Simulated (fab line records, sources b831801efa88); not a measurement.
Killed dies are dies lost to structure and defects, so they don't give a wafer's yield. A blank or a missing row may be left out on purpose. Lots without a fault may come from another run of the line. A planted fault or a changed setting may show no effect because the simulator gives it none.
fab line records | flow gf180mcu
record lots=5 wafers=15 last_day=34
route steps=602 shown SAB@265 SALICIDE@278 CONTACT@287
lots that met no fault: from a run of the same line without faults
start_h: hours from the record's first day to the start of the lot's first wafer shown | wait_h: hours since the lot's step before | " the same as in the row above | L1.1+2: a row that stands for several wafers | - no value, or no start given | * or withheld: withheld | < > ~ a bound
route shown NAME@n: a module of which the file shows steps, and the number in the route of the first | usual: mean/standard deviation of fault-free wafers | same: alike in all rows | chamber/n: place in a boat | sites: the reading at each site | _std_site: their standard deviation | _edge_site: outer sites' mean less inner sites' | radius_mm: how far each site lies from the wafer's centre | mask NAME#n: copy n | behind: the tool/chamber that last shaped the wafer | hold: why the lot was held/for how many hours/how that ended | device: the transistor (n, p or np) that didn't switch | end of line: the same wafers' tests at the end of the route | a step without rows: its recipe alone | killed: dies lost to structure and defects at the first sort, not the wafer's yield | map: a wafer's dies, x killed, . not, _ none there
set.NAME: the setting as run; set.NAME@STEP: as run at that earlier step | model.NAME: the simulator's own value behind a step, which no gauge read
lots at some steps of the route; a table a step, a row a wafer
services: from which hour (start_h, from the record's first day; less than 0 if before it) a tool's chamber was out of use, for how many hours, and why
## steps
# step GF_SAB_THK_MEAS_01
# recipe reads=SiO2_of_SAB_CVD_00
# usual SAB_CVD_00_THK=50.2/0.67
# columns lot.wafer tool chamber start_h wait_h SAB_CVD_00_THK[nm]
L075.1 film_metro-01 - 326.72 0.0 50.0
L075.3 " - " " 48.9
L075.5 " - " " 50.6
L078.3 film_metro-01 - 359.85 0.0 50.5
L078.5 " - " " 51.3
L078.6 " - " " 51.2
L088.1 film_metro-03 - 441.38 0.0 49.7
L088.2 " - " " 49.5
L088.4 " - " " 50.2
L090.3 film_metro-01 - 463.39 0.0 50.4
L090.4 " - " " 51.5
L090.5 " - " " 50.7
L092.3 film_metro-03 - 477.89 0.0 49.3
L092.5 " - " " 50.7
L092.6 " - " " 50.5
# step GF_SAB_DEHYDRATE_02
# recipe temp_c=200 time_s=60
# same time_s=60
# columns lot.wafer tool chamber start_h wait_h
L075.1+3+5 litho_track-02 0 337.39 10.7
L078.3+5+6 litho_track-04 0 370.91 11.1
L088.1+2+4 litho_track-02 0 452.54 11.1
L090.3+4+5 litho_track-03 0 475.04 11.6
L092.3+5+6 litho_track-04 0 489.56 11.7
# step GF_SAB_HMDS_03
# recipe prime_time_s=60 prime_temp_c=120
# columns lot.wafer tool chamber start_h wait_h
L075.1+3+5 litho_track-02 0 337.54 0.1
L078.3+5+6 litho_track-04 0 371.06 0.1
L088.1+2+4 litho_track-02 0 452.69 0.1
L090.3+4+5 litho_track-03 0 475.19 0.1
L092.3+5+6 litho_track-04 0 489.71 0.1
# step GF_SAB_COAT_04
# recipe resist=NOVOLAK spin_rpm=3000 resist_thk_nm=1000
# columns lot.wafer tool chamber start_h wait_h
L075.1+3+5 litho_track-02 0 337.69 0.1
L078.3+5+6 litho_track-04 0 371.21 0.1
L088.1+2+4 litho_track-02 0 452.84 0.1
L090.3+4+5 litho_track-03 0 475.34 0.1
L092.3+5+6 litho_track-04 0 489.86 0.1
# step GF_SAB_SOFTBAKE_05
# recipe temp_c=90 time_s=60 resist=NOVOLAK
# same time_s=60
# columns lot.wafer tool chamber start_h wait_h
L075.1+3+5 litho_track-02 0 337.84 0.1
L078.3+5+6 litho_track-04 0 371.36 0.1
L088.1+2+4 litho_track-02 0 452.99 0.1
L090.3+4+5 litho_track-03 0 475.49 0.1
L092.3+5+6 litho_track-04 0 490.01 0.1
# step GF_SAB_EXPOSE_06
# recipe mask_id=SAB target_cd_nm=420 na=0.6 source_shape=conventional sigma_outer=0.6 dose_mj=140
# columns lot.wafer tool chamber start_h wait_h mask
L075.1+3+5 iline_stepper-01 0 - - SAB#0
L078.3+5+6 iline_stepper-01 0 - - SAB#0
L088.1+2+4 iline_stepper-02 0 - - SAB#0
L090.3+4+5 iline_stepper-01 0 - - SAB#0
L092.3+5+6 iline_stepper-02 0 - - SAB#0
# step GF_SAB_PEB_07
# recipe temp_c=withheld time_s=* resist=NOVOLAK
# same time_s=*
# columns lot.wafer tool chamber start_h wait_h
L075.1+3+5 litho_track-04 0 - -
L078.3+5+6 litho_track-02 0 - -
L088.1+2+4 litho_track-02 0 - -
L090.3+4+5 litho_track-04 0 - -
L092.3+5+6 litho_track-04 0 - -
# step GF_SAB_DEVELOP_08
# recipe develop_time_s=60 dev_temp_c=23
# columns lot.wafer tool chamber start_h wait_h
L075.1+3+5 litho_track-04 0 348.21 0.1
L078.3+5+6 litho_track-02 0 382.94 0.1
L088.1+2+4 litho_track-02 0 464.79 0.1
L090.3+4+5 litho_track-04 0 487.26 0.1
L092.3+5+6 litho_track-04 0 501.56 0.1
# step GF_SAB_CD_MEAS_09
# recipe target_cd_nm=420
# usual cd_nm=419.6/2.4
# columns lot.wafer tool chamber start_h wait_h cd_nm
L075.1 cd_sem-01 - 348.36 0.1 414.8
L075.3 " - " " 415.0
L075.5 " - " " 415.3
L078.3 cd_sem-02 - 383.08 0.1 418.3
L078.5 " - " " 416.2
L078.6 " - " " 417.5
L088.1 cd_sem-01 - 464.94 0.1 421.0
L088.2 " - " " 416.3
L088.4 " - " " 419.9
L090.3 cd_sem-02 - 487.40 0.1 422.2
L090.4 " - " " 420.3
L090.5 " - " " 420.2
L092.3 cd_sem-01 - 501.70 0.1 418.4
L092.5 " - " " 417.5
L092.6 " - " " 418.5
# step GF_SAB_OVL_MEAS_10
# usual SAB_OVL=-0.8/1.4
# columns lot.wafer tool chamber start_h wait_h SAB_OVL[nm]
L075.1 overlay-01 - 348.48 0.1 -0.9
L075.3 " - " " 1.1
L075.5 " - " " 0.2
L078.3 overlay-01 - 383.17 0.1 -1.2
L078.5 " - " " 2.0
L078.6 " - " " 0.5
L088.1 overlay-01 - 465.06 0.1 0.1
L088.2 " - " " 0.2
L088.4 " - " " 1.8
L090.3 overlay-02 - 487.49 0.1 -3.9
L090.4 " - " " -1.4
L090.5 " - " " -1.0
L092.3 overlay-01 - 501.79 0.1 0.6
L092.5 " - " " -0.5
L092.6 " - " " -0.5
# step GF_SAB_ETCH_11
# recipe chemistry=C4F8/O2/Ar mask_material=NOVOLAK target=SiO2 target_depth_nm=55 source_w=1500 bias_w=1200 pressure_mtorr=40 c4f8_flow_sccm=withheld O2_flow_sccm=6 Ar_flow_sccm=300 time_s=8.5
# usual oes_product_au=1.001/0.0094 rf_fwd_power_W=1475/7.9
# same time_s=8.5
# columns lot.wafer tool chamber start_h wait_h oes_product_au rf_fwd_power_W rf_hours_counter_h
L075.1 rie_diel-04 0 348.52 0.0 0.985 1484 77
L075.3 " 3 " " 1.002 1475 93
L075.5 " 1 " " 1.007 1473 -
L078.3 rie_diel-01 2 383.20 0.0 1.013 1485 25
L078.5 " 2 " " 1.005 1486 -
L078.6 " 3 " " 1.000 1475 -
L088.1 rie_diel-03 1 465.10 0.0 0.979 1475 5
L088.2 " 2 " " 0.995 1474 11
L088.4 " 3 " " 1.003 1489 26
L090.3 rie_diel-03 1 487.52 0.0 0.995 1475 5
L090.4 " 3 " " 1.005 1478 27
L090.5 " 0 " " 1.014 1467 -
L092.3 rie_diel-04 2 501.82 0.0 1.003 1465 17
L092.5 " 1 " " 1.004 1473 -
L092.6 " 0 " " 0.983 1484 -
# step GF_SAB_WET_ETCH_12
# recipe chemistry=dHF target_depth_nm=22 dry=n2_spin target=SiO2 temp_c=25 dilution=100:1 time_s=440
# same time_s=440
# columns lot.wafer tool chamber start_h wait_h
L075.1+3+5 wet_bench-04 2 348.54 0.0
L078.3+5+6 wet_bench-04 1 383.22 0.0
L088.1+2+4 wet_bench-01 3 465.12 0.0
L090.3+4+5 wet_bench-01 1 487.54 0.0
L092.3+5+6 wet_bench-01 2 501.84 0.0
# step GF_SAB_STRIP_13
# recipe chemistry=O2/N2 power_w=1400 pressure_mtorr=1500 platen_temp_c=250 o2_flow_sccm=3000 n2_flow_sccm=300 overash_fraction=0.5
# usual drypump_motor_current_A=5.6/0.5 heater_power_w=332/26 n2_flow_sccm=299.9/0.93 oes_product_au=0.709/0.0042 strip_time_to_endpoint_s=12.60/0.03
# columns lot.wafer tool chamber start_h wait_h drypump_motor_current_A heater_power_w n2_flow_sccm oes_product_au rf_hours_counter_h strip_time_to_endpoint_s
L075.1 plasma_asher-04 0 348.69 0.0 5.3 319 298.9 0.716 69 12.63
L075.3 " 0 " " 5.3 323 299.3 0.714 - 12.60
L075.5 " 1 " " 6.0 346 299.0 0.712 - 12.59
L078.3 plasma_asher-02 0 383.38 0.0 4.7 297 299.6 0.712 - 12.57
L078.5 " 0 " " 4.7 291 299.3 0.716 - 12.61
L078.6 " 1 " " 5.4 362 298.6 0.708 - 12.64
L088.1 plasma_asher-02 0 465.26 0.0 4.7 286 299.8 0.707 84 12.60
L088.2 " 1 " " 5.5 373 298.4 0.711 84 12.61
L088.4 " 0 " " 4.7 295 301.7 0.712 - 12.61
L090.3 plasma_asher-02 0 487.70 0.0 4.7 291 300.6 0.707 - 12.61
L090.4 " 1 " " 5.5 375 300.6 0.707 - 12.62
L090.5 " 1 " " 5.5 370 300.2 0.706 - 12.60
L092.3 plasma_asher-02 1 502.00 0.0 5.5 372 299.4 0.705 - 12.58
L092.5 " 0 " " 4.7 299 300.6 0.703 - 12.56
L092.6 " 1 " " 5.4 359 299.1 0.709 - 12.61
# step GF_SALICIDE_CLEAN_00
# recipe chemistry=SC1/SC2 mix=1:4:20 temp_c=70 time_s=150
# same time_s=150
# columns lot.wafer tool chamber start_h wait_h
L075.1+3+5 wet_bench-01 0 348.79 0.1
L078.3+5+6 wet_bench-01 1 383.45 0.0
L088.1+2+4 wet_bench-01 2 465.36 0.1
L090.3+4+5 wet_bench-02 1 487.77 0.0
L092.3+5+6 wet_bench-02 0 502.07 0.0
# step GF_SALICIDE_WET_ETCH_01
# recipe chemistry=dHF target_depth_nm=5 dry=ipa_marangoni target=SiO2 temp_c=25 dilution=100:1 time_s=100
# same time_s=100
# columns lot.wafer tool chamber start_h wait_h
L075.1+3+5 wet_bench-04 1 348.85 0.0
L078.3+5+6 wet_bench-04 2 383.50 0.0
L088.1+2+4 wet_bench-04 2 465.42 0.0
L090.3+4+5 wet_bench-01 3 487.82 0.0
L092.3+5+6 wet_bench-04 2 502.12 0.0
# step GF_SALICIDE_SPUTTER_02
# recipe material=Co target_thk_nm=10 power_w=1000 time_s=20 chamber_pressure_pa=0.4
# usual throttle_valve_pct=29.8/0.79
# same time_s=20
# columns lot.wafer tool chamber start_h wait_h throttle_valve_pct
L075.1 pvd_sputter-02 - 348.89 0.0 28.9
L075.3 " - " " 30.6
L075.5 " - " " 28.8
L078.3 pvd_sputter-02 - 383.54 0.0 28.6
L078.5 " - " " 30.4
L078.6 " - " " 28.9
L088.1 pvd_sputter-01 - 465.45 0.0 31.1
L088.2 " - " " 29.0
L088.4 " - " " 29.2
L090.3 pvd_sputter-02 - 487.85 0.0 30.3
L090.4 " - " " 28.8
L090.5 " - " " 28.6
L092.3 pvd_sputter-02 - 502.16 0.0 30.1
L092.5 " - " " 30.5
L092.6 " - " " 28.6
# step GF_SALICIDE_SPUTTER_03
# recipe material=TiN target_thk_nm=20 power_w=6500 time_s=16.7 chamber_pressure_pa=0.4
# usual throttle_valve_pct=29.8/0.79
# same time_s=16.7
# columns lot.wafer tool chamber start_h wait_h throttle_valve_pct
L075.1 pvd_sputter-02 - 348.92 0.0 28.8
L075.3 " - " " 30.4
L075.5 " - " " 28.5
L078.3 pvd_sputter-02 - 383.56 0.0 29.0
L078.5 " - " " 30.5
L078.6 " - " " 28.8
L088.1 pvd_sputter-01 - 465.48 0.0 30.7
L088.2 " - " " 29.1
L088.4 " - " " 29.4
L090.3 pvd_sputter-02 - 487.88 0.0 30.5
L090.4 " - " " 29.2
L090.5 " - " " 28.9
L092.3 pvd_sputter-02 - 502.18 0.0 29.8
L092.5 " - " " 30.4
L092.6 " - " " 28.8
# step GF_SALICIDE_RS_MEAS_04
# recipe thk_meas_gauge=four-point-probe reads=TiN_of_SALICIDE_SPUTTER_03+Co_of_SALICIDE_SPUTTER_02
# usual SALICIDE_TIN_RS=16.4/0.3
# columns lot.wafer tool chamber start_h wait_h SALICIDE_TIN_RS[ohm/sq]
L075.1 film_metro-03 - 348.99 0.1 16.7
L075.3 " - " " 16.5
L075.5 " - " " 16.6
L078.3 film_metro-02 - 383.63 0.1 16.6
L078.5 " - " " 16.7
L078.6 " - " " 16.8
L088.1 film_metro-03 - 465.51 0.0 15.9
L088.2 " - " " 16.2
L088.4 " - " " 16.2
L090.3 film_metro-03 - 487.95 0.1 16.7
L090.4 " - " " 16.5
L090.5 " - " " 16.0
L092.3 film_metro-01 - 502.25 0.1 16.5
L092.5 " - " " 16.7
L092.6 " - " " 16.1
# step GF_SALICIDE_THK_MEAS_05
# recipe thk_meas_gauge=xrf reads=TiN_of_SALICIDE_SPUTTER_03
# usual SALICIDE_TIN_THK=19.99/0.24
# columns lot.wafer tool chamber start_h wait_h SALICIDE_TIN_THK[nm]
L075.1 film_metro-03 - 349.11 0.1 19.58
L075.3 " - " " 20.16
L075.5 " - " " 19.77
L078.3 film_metro-02 - 383.73 0.1 19.76
L078.5 " - " " 19.86
L078.6 " - " " 19.43
L088.1 film_metro-03 - 465.63 0.1 20.32
L088.2 " - " " 19.84
L088.4 " - " " 20.60
L090.3 film_metro-03 - 488.05 0.1 19.91
L090.4 " - " " 19.73
L090.5 " - " " 19.66
L092.3 film_metro-01 - 502.35 0.1 20.26
L092.5 " - " " 19.95
L092.6 " - " " 19.99
# step GF_SALICIDE_RTA_06
# recipe temp_c=530 time_s=30 ambient=N2
# usual lamp_power_pct=5.59/0.27 wafer_temp_C_max=532.2/0.57
# same time_s=30
# columns lot.wafer tool chamber start_h wait_h lamp_power_pct wafer_temp_C_max
L075.1 rtp_anneal-02 0 349.17 0.1 5.19 531.2
L075.3 " 0 " " 5.20 531.4
L075.5 " 0 " " 5.20 531.3
L078.3 rtp_anneal-02 0 383.80 0.1 5.20 531.2
L078.5 " 0 " " 5.20 531.8
L078.6 " 0 " " 5.20 531.1
L088.1 rtp_anneal-02 0 465.69 0.1 5.20 531.6
L088.2 " 0 " " 5.20 532.4
L088.4 " 0 " " 5.21 532.3
L090.3 rtp_anneal-01 0 488.12 0.1 5.78 532.6
L090.4 " 0 " " 5.78 532.0
L090.5 " 0 " " 5.79 533.3
L092.3 rtp_anneal-01 0 502.42 0.1 5.78 533.6
L092.5 " 0 " " 5.80 533.3
L092.6 " 0 " " 5.78 532.1
# step GF_SALICIDE_WET_ETCH_07
# recipe chemistry=SPM target_depth_nm=120 dry=n2_spin
# columns lot.wafer tool chamber start_h wait_h
L075.1+3+5 wet_bench-02 2 349.27 0.1
L078.3+5+6 wet_bench-02 1 383.87 0.1
L088.1+2+4 wet_bench-02 2 465.79 0.1
L090.3+4+5 wet_bench-01 0 488.19 0.1
L092.3+5+6 wet_bench-01 0 502.49 0.1
# step GF_SALICIDE_RTA_08
# recipe temp_c=800 time_s=30 ambient=N2
# usual lamp_power_pct=15.0/0.78 wafer_temp_C_max=803.2/0.75
# same time_s=30
# columns lot.wafer tool chamber start_h wait_h lamp_power_pct wafer_temp_C_max
L075.1 rtp_anneal-01 0 349.36 0.0 16.1 802.4
L075.3 " 0 " " 16.1 804.0
L075.5 " 0 " " 16.1 804.5
L078.3 rtp_anneal-01 0 383.99 0.0 16.1 802.9
L078.5 " 0 " " 16.0 803.8
L078.6 " 0 " " 16.1 804.2
L088.1 rtp_anneal-01 0 465.89 0.0 16.1 803.0
L088.2 " 0 " " 16.1 804.5
L088.4 " 0 " " 16.0 803.6
L090.3 rtp_anneal-02 0 488.31 0.0 14.5 802.8
L090.4 " 0 " " 14.5 801.9
L090.5 " 0 " " 14.4 802.6
L092.3 rtp_anneal-02 0 502.62 0.0 14.4 802.4
L092.5 " 0 " " 14.4 803.2
L092.6 " 0 " " 14.4 803.1
# step GF_CONTACT_CVD_00
# recipe material=SiO2 target_thk_nm=300 sigma_open_frac=0.3 temp_c=400 time_s=50 sih4_flow_sccm=60 pressure_mtorr=6
# usual susceptor_temp_C=400.02/0.23
# same time_s=50
# columns lot.wafer tool chamber start_h wait_h susceptor_temp_C
L075.1 hdpcvd-02 0 349.46 0.1 399.90
L075.3 " 1 " " 399.77
L075.5 " 1 " " 399.96
L078.3 hdpcvd-02 2 384.08 0.1 400.05
L078.5 " 1 " " 400.39
L078.6 " 2 " " 400.08
L088.1 hdpcvd-02 2 465.99 0.1 400.02
L088.2 " 0 " " 399.93
L088.4 " 1 " " 399.76
L090.3 hdpcvd-01 2 488.38 0.1 400.02
L090.4 " 2 " " 400.04
L090.5 " 0 " " 400.37
L092.3 hdpcvd-02 1 502.68 0.1 399.78
L092.5 " 0 " " 400.12
L092.6 " 2 " " 399.97
# step GF_CONTACT_THK_MEAS_01
# recipe reads=SiO2_of_CONTACT_CVD_00
# usual CONTACT_CVD_00_THK=301/3.7
# columns lot.wafer tool chamber start_h wait_h CONTACT_CVD_00_THK[nm]
L075.1 film_metro-02 - 349.51 0.0 306
L075.3 " - " " 307
L075.5 " - " " 307
L078.3 film_metro-01 - 384.15 0.0 298
L078.5 " - " " 309
L078.6 " - " " 300
L088.1 film_metro-04 - 466.03 0.0 298
L088.2 " - " " 307
L088.4 " - " " 306
L090.3 film_metro-04 - 488.44 0.0 297
L090.4 " - " " 298
L090.5 " - " " 307
L092.3 film_metro-01 - 502.75 0.0 301
L092.5 " - " " 307
L092.6 " - " " 298
# step GF_CONTACT_CVD_02
# recipe material=SiO2 target_thk_nm=860 precursor=TEOS temp_c=400 time_s=95.992 rf_w=600
# usual heater_power_w=635/100 rf_fwd_power_W=596.8/2.1 susceptor_temp_C=400.00/0.22
# same time_s=95.992
# columns lot.wafer tool chamber start_h wait_h heater_power_w rf_fwd_power_W since_wet_clean_h susceptor_temp_C
L075.1 pecvd-04 0 349.57 0.1 605 594.1 814 400.28
L075.3 " 1 " " 803 599.2 814 399.73
L075.5 " 1 " " 665 600.1 - 400.15
L078.3 pecvd-01 0 384.19 0.0 542 593.2 418 399.81
L078.5 " 0 " " 562 593.3 - 399.75
L078.6 " 1 " " 573 599.9 - 400.41
L088.1 pecvd-02 1 466.09 0.1 644 597.4 291 399.86
L088.2 " 0 " " 523 596.0 291 400.13
L088.4 " 1 " " 674 597.2 - 400.10
L090.3 pecvd-04 2 488.48 0.0 771 596.1 106 400.26
L090.4 " 0 " " 691 594.2 - 400.25
L090.5 " 1 " " 669 594.4 - 399.79
L092.3 pecvd-02 1 502.79 0.0 667 593.9 328 400.02
L092.5 " 1 " " 707 598.0 - 399.93
L092.6 " 0 " " 461 597.6 - 399.50
# step GF_CONTACT_THK_MEAS_03
# recipe reads=SiO2_of_CONTACT_CVD_02
# usual CONTACT_CVD_02_THK=860/12
# columns lot.wafer tool chamber start_h wait_h CONTACT_CVD_02_THK[nm]
L075.1 film_metro-04 - 349.64 0.0 874
L075.3 " - " " 854
L075.5 " - " " 876
L078.3 film_metro-01 - 384.28 0.1 860
L078.5 " - " " 867
L078.6 " - " " 850
L088.1 film_metro-02 - 466.16 0.0 854
L088.2 " - " " 846
L088.4 " - " " 862
L090.3 film_metro-01 - 488.57 0.1 865
L090.4 " - " " 874
L090.5 " - " " 863
L092.3 film_metro-02 - 502.88 0.1 834
L092.5 " - " " 856
L092.6 " - " " 855
# step GF_CONTACT_CMP_04
# recipe material=SiO2 down_force_psi=4 platen_rpm=60 pad_velocity_m_s=0.94248
# usual motor_current_A=11.9/1.5 time_to_endpoint_s=109/5.1
# columns lot.wafer tool chamber start_h wait_h motor_current_A time_to_endpoint_s
L075.1 cmp-02 2 349.70 0.1 13.1 111
L075.3 " 0 " " 8.6 107
L075.5 " 2 " " 12.8 115
L078.3 cmp-02 0 384.37 0.1 8.1 115
L078.6 " 3 " " 10.3 106
L078.5 " 0 " " 8.1 118
L088.1 cmp-02 3 466.22 0.1 10.9 110
L088.4 " 0 " " 7.9 118
L088.2 " 2 " " 12.8 106
L090.3 cmp-01 0 488.66 0.1 11.8 111
L090.4 " 1 " " 12.6 114
L090.5 " 1 " " 12.5 106
L092.3 cmp-01 0 503.02 0.1 11.9 98
L092.6 " 2 " " 12.1 104
L092.5 " 3 " " 12.5 111
# step GF_CONTACT_BOW_MEAS_05
# recipe mode=bow
# usual CONTACT_BOW=65/6.5
# columns lot.wafer tool chamber start_h wait_h CONTACT_BOW[um]
L075.1 film_metro-04 - 350.00 0.2 67
L075.3 " - " " 62
L075.5 " - " " 61
L078.3 film_metro-02 - 384.66 0.2 62
L078.5 " - " " 62
L078.6 " - " " 69
L088.1 film_metro-01 - 466.52 0.2 64
L088.2 " - " " 56
L088.4 " - " " 63
L090.3 film_metro-04 - 489.00 0.3 69
L090.4 " - " " 70
L090.5 " - " " 70
L092.3 film_metro-04 - 503.26 0.2 60
L092.5 " - " " 53
L092.6 " - " " 67
# step GF_CONTACT_DEHYDRATE_06
# recipe temp_c=200 time_s=60
# same time_s=60
# columns lot.wafer tool chamber start_h wait_h
L075.1+3+5 litho_track-03 0 360.15 10.1
L078.3+5+6 litho_track-01 0 395.51 10.8
L088.1+2+4 litho_track-01 0 478.21 11.7
L090.3+4+5 litho_track-04 0 500.36 11.3
L092.3+5+6 litho_track-04 0 514.76 11.5
# step GF_CONTACT_HMDS_07
# recipe prime_time_s=60 prime_temp_c=120
# columns lot.wafer tool chamber start_h wait_h
L075.1+3+5 litho_track-03 0 360.30 0.1
L078.3+5+6 litho_track-01 0 395.66 0.1
L088.1+2+4 litho_track-01 0 478.36 0.1
L090.3+4+5 litho_track-04 0 500.51 0.1
L092.3+5+6 litho_track-04 0 514.91 0.1
# step GF_CONTACT_COAT_08
# recipe resist=BARC temp_c=withheld time_s=withheld spin_rpm=withheld resist_thk_nm=withheld
# columns lot.wafer tool chamber start_h wait_h
L075.1+3+5 litho_track-03 0 360.45 0.1
L078.3+5+6 litho_track-01 0 395.81 0.1
L088.1+2+4 litho_track-01 0 478.51 0.1
L090.3+4+5 litho_track-04 0 500.66 0.1
L092.3+5+6 litho_track-04 0 515.06 0.1
# step GF_CONTACT_COAT_09
# recipe resist=KrF spin_rpm=withheld resist_thk_nm=1000
# columns lot.wafer tool chamber start_h wait_h
L075.1+3+5 litho_track-03 0 - -
L078.3+5+6 litho_track-01 0 - -
L088.1+2+4 litho_track-01 0 - -
L090.3+4+5 litho_track-04 0 - -
L092.3+5+6 litho_track-04 0 - -
# step GF_CONTACT_SOFTBAKE_10
# recipe temp_c=130 time_s=60 resist=KrF
# same time_s=60
# columns lot.wafer tool chamber start_h wait_h
L075.1+3+5 litho_track-03 0 - -
L078.3+5+6 litho_track-01 0 - -
L088.1+2+4 litho_track-01 0 - -
L090.3+4+5 litho_track-04 0 - -
L092.3+5+6 litho_track-04 0 - -
# step GF_CONTACT_EXPOSE_11
# recipe mask_id=Contact target_cd_nm=220 na=0.68 source_shape=conventional sigma_outer=0.6 dose_mj=38
# columns lot.wafer tool chamber start_h wait_h mask
L075.1+3+5 krf_scanner-02 0 - - Contact#0
L078.3+5+6 krf_scanner-01 0 - - Contact#0
L088.1+2+4 krf_scanner-01 0 - - Contact#0
L090.3+4+5 krf_scanner-02 0 - - Contact#0
L092.3+5+6 krf_scanner-02 0 - - Contact#0
# step GF_CONTACT_PEB_12
# recipe peb_temp_c=135 peb_time_s=90 resist=KrF
# columns lot.wafer tool chamber start_h wait_h
L075.1+3+5 litho_track-03 0 - -
L078.3+5+6 litho_track-01 0 - -
L088.1+2+4 litho_track-04 0 - -
L090.3+4+5 litho_track-04 0 - -
L092.3+5+6 litho_track-04 0 - -
# step GF_CONTACT_DEVELOP_13
# recipe develop_time_s=60 resist=KrF dev_temp_c=21
# columns lot.wafer tool chamber start_h wait_h
L075.1+3+5 litho_track-03 0 371.90 0.2
L078.3+5+6 litho_track-01 0 407.26 0.1
L088.1+2+4 litho_track-04 0 490.91 0.2
L090.3+4+5 litho_track-04 0 513.21 0.1
L092.3+5+6 litho_track-04 0 526.91 0.1
# step GF_CONTACT_CD_MEAS_14
# recipe target_cd_nm=220
# usual cd_nm=219.8/1.3
# columns lot.wafer tool chamber start_h wait_h cd_nm
L075.1 cd_sem-01 - 372.05 0.1 220.0
L075.3 " - " " 218.6
L075.5 " - " " 219.9
L078.3 cd_sem-01 - 407.45 0.2 219.9
L078.5 " - " " 219.2
L078.6 " - " " 219.4
L088.1 cd_sem-02 - 491.06 0.1 219.8
L088.2 " - " " 218.8
L088.4 " - " " 219.3
L090.3 cd_sem-01 - 513.35 0.1 220.1
L090.4 " - " " 221.0
L090.5 " - " " 220.1
L092.3 cd_sem-02 - 527.05 0.1 218.6
L092.5 " - " " 219.7
L092.6 " - " " 219.5
# step GF_CONTACT_OVL_MEAS_15
# usual CONTACT_OVL=-4/5.6
# columns lot.wafer tool chamber start_h wait_h CONTACT_OVL[nm]
L075.1 overlay-01 - 372.17 0.1 7
L075.3 " - " " -5
L075.5 " - " " 11
L078.3 overlay-02 - 407.54 0.1 -6
L078.5 " - " " -5
L078.6 " - " " -14
L088.1 overlay-01 - 491.18 0.1 5
L088.2 " - " " 8
L088.4 " - " " 9
L090.3 overlay-02 - 513.44 0.1 0
L090.4 " - " " 2
L090.5 " - " " -1
L092.3 overlay-01 - 527.14 0.1 -3
L092.5 " - " " -8
L092.6 " - " " -6
# step GF_CONTACT_ETCH_16
# recipe chemistry=N2/H2 target_depth_a=withheld overetch_a=withheld time_s=withheld target=BARC ion_energy_ev=200 source_w=500 bias_w=100 pressure_mtorr=30 n2_flow_sccm=100 h2_flow_sccm=200
# usual drypump_motor_current_A=5.8/0.38 n2_flow_sccm=100.0/0.32 oes_product_au=0.854/0.0045 rf_fwd_power_W=495.4/1.8 throttle_valve_pct=13.224/0.0082
# columns lot.wafer tool chamber start_h wait_h drypump_motor_current_A n2_flow_sccm oes_product_au rf_fwd_power_W throttle_valve_pct
L075.1 rie_diel-02 0 372.20 0.0 5.5 100.0 0.860 498.4 13.223
L075.3 " 3 " " 6.1 99.9 0.856 495.3 13.230
L075.5 " 3 " " 6.0 100.0 0.859 495.8 13.224
L078.3 rie_diel-02 2 407.57 0.0 5.9 99.5 0.854 495.8 13.222
L078.5 " 2 " " 5.9 100.2 0.855 495.3 13.228
L078.6 " 3 " " 6.1 99.7 0.852 495.9 13.216
L088.1 rie_diel-03 2 491.22 0.0 6.6 100.1 0.852 494.5 13.238
L088.2 " 0 " " 5.1 99.5 0.858 495.4 13.219
L088.4 " 3 " " 5.7 100.2 0.862 498.2 13.240
L090.3 rie_diel-03 2 513.47 0.0 6.6 99.8 0.852 494.8 13.235
L090.4 " 1 " " 6.1 99.8 0.859 493.6 13.222
L090.5 " 0 " " 5.1 99.9 0.857 493.0 13.239
L092.3 rie_diel-02 0 527.16 0.0 5.5 99.8 0.851 495.8 13.211
L092.5 " 0 " " 5.5 99.8 0.855 497.7 13.218
L092.6 " 3 " " 6.0 100.5 0.848 495.7 13.229
# step GF_CONTACT_ETCH_17
# recipe chemistry=C4F8/O2/Ar mask_material=KrF target=SiO2 stop_on=CoSi2 source_w=1500 bias_w=1200 pressure_mtorr=40 c4f8_flow_sccm=withheld O2_flow_sccm=6 Ar_flow_sccm=300 time_s=withheld target_depth_a=8600
# usual oes_product_au=0.816/0.005 rf_fwd_power_W=1495/4.9
# columns lot.wafer tool chamber start_h wait_h oes_product_au rf_fwd_power_W
L075.1 rie_diel-02 0 - - 0.817 1486
L075.3 " 3 " " 0.813 1496
L075.5 " 3 " " 0.822 1496
L078.3 rie_diel-02 2 - - 0.816 1494
L078.5 " 2 " " 0.823 1497
L078.6 " 3 " " 0.818 1495
L088.1 rie_diel-03 2 - - 0.823 1501
L088.2 " 0 " " 0.813 1497
L088.4 " 3 " " 0.818 1497
L090.3 rie_diel-03 2 - - 0.808 1494
L090.4 " 1 " " 0.816 1487
L090.5 " 0 " " 0.822 1503
L092.3 rie_diel-02 0 - - 0.821 1497
L092.5 " 0 " " 0.819 1500
L092.6 " 3 " " 0.816 1505
## services
# columns tool chamber start_h hours kind
rie_diel-02 2 313.42 10.7 repair
rie_diel-03 - 318.95 3.6 repair
cmp-02 - 332.29 1.3 repair
rtp_anneal-02 - 335.60 5.0 pm
hdpcvd-02 - 337.20 1.2 repair
rie_diel-03 2 347.63 5.0 repair
iline_stepper-01 - 349.38 1.7 pm
rie_diel-02 0 355.29 1.8 repair
krf_scanner-02 - 361.99 1.3 pm
wet_bench-04 - 363.31 1.0 repair
wet_bench-04 - 363.67 4.6 repair
rie_diel-03 3 364.68 4.9 repair
rie_diel-03 - 368.70 2.8 pm
krf_scanner-02 - 369.83 1.0 pm
rie_diel-03 - 371.45 28.1 pm
hdpcvd-02 0 375.56 25.2 repair
iline_stepper-01 - 378.28 2.1 pm
plasma_asher-02 - 379.27 0.9 repair
rie_diel-02 0 394.95 5.9 repair
wet_bench-01 - 402.07 3.0 repair
hdpcvd-02 2 488.91 5.0 repair
rie_diel-02 - 494.04 14.6 pm
rie_diel-03 1 503.70 2.5 repair
hdpcvd-02 1 515.70 3.2 repair
## key
fault none
